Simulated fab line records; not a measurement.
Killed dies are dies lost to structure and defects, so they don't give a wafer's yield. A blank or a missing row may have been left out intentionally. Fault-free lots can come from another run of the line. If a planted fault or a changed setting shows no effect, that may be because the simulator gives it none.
Comparing a struck lot with a sound one || flow sky130 || 16 out of 708 route steps
Sound: these wafers, L948.1, L948.2, L948.3. The struck wafers were L957.1, L957.2, L957.3. The cause is named last.
Each step with rows lists, per side, the tool, then ch with its chambers, then its first start. Under that, the readings that differ: sound wafers || struck wafers || difference of the means || sigmas: that difference in standard deviations of wafers without a fault.
alike: words and numbers the same on both sides, and readings whose means are apart by under 2 such deviations; not compared: readings that were withheld, readings missing a value for some wafer, numbers with overlapping values and no deviation given by the record, and bounds like >300 which may hide the same value.
A row with sigmas, a row that says differs or no value, or rows on one side alone: a step with any of these is where the two part. When numbers do not overlap yet have no deviation, they are printed without sigmas and do not part them. A reading missing from all wafers of one side parts the sides only when that side holds two or more wafers.

first, 4 steps without rows for these wafers: SKY_LDD_N_IMPLANT_12; SKY_LDD_N_IMPLANT_13; SKY_LDD_N_IMPLANT_14; SKY_LDD_N_IMPLANT_15.
SKY_LDD_N_STRIP_16: strips in O2/N2.
  sound on plasmaAsher-03 ch 0,1, day 21 04:50; struck on plasmaAsher-03 ch 0,1, day 24 14:10
  alike: drypumpMotorCurrentA, oesProductAu, stripTimeToEndpointS
  not compared: rfHoursCounterH
SKY_LDD_N_TW_MEAS_17:
  sound on filmMetro-02 at day 21 04:56; struck on filmMetro-01 at day 24 14:16
  alike: LDD_N_TW
then, 6 steps without rows for these wafers: SKY_LDD_P_DEHYDRATE_00 (time 60 s); SKY_LDD_P_HMDS_01 (prime time 60 s); SKY_LDD_P_COAT_02 (resist thk 1140 nm); SKY_LDD_P_SOFTBAKE_03 (time 60 s); SKY_LDD_P_EXPOSE_04 (exposes mask PSDM, target cd 380 nm); SKY_LDD_P_PEB_05.
SKY_LDD_P_DEVELOP_06: develop time 60 s.
  sound on lithoTrack-02 ch 0, day 22 10:19; struck on lithoTrack-04 ch 0, day 25 18:20
SKY_LDD_P_CD_MEAS_07 targets a cd of 380 nm.
  sound on cdSem-02 at day 22 10:28; struck on cdSem-01 at day 25 18:29
{"reading": "cdNm (nm)", "sound": "381.3 380.7 384.0", "struck": "391.5 386.7 387.4", "difference": "+6.5", "sigmas": "+2"}
SKY_LDD_P_OVL_MEAS_08:
  sound on overlay-01 at day 22 10:35; struck on overlay-02 at day 25 18:37
{"reading": "LDD_P_OVL (nm)", "sound": "0.1 0.8 -0.4", "struck": "-2.5 -2.8 -3.0", "difference": -2.9, "sigmas": -2}
-- here the record skips 24 days between the struck wafers' starts before and after, leaving off in module LDD_P and picking up in module PAD_OPEN (first step shown: number 708 of the route) --
SKY_PAD_OPEN_PROBE_99:
  sound on prober-02 at day 48 01:44; struck on prober-01 at day 50 01:59
  alike: killed_at_M0_to_M3, killed_at_M4_up, killedAtContacts, killedAtFrontEnd, killedAtOther, killedDies, killedOnRim, killedOpen, killedShort

## WHERE THEY PART
First at SKY_LDD_P_CD_MEAS_07; last, within this record, at SKY_LDD_P_OVL_MEAS_08. Later steps at which nothing parts them and some readings are alike: SKY_PAD_OPEN_PROBE_99.

WHY: whatever the simulator had introduced
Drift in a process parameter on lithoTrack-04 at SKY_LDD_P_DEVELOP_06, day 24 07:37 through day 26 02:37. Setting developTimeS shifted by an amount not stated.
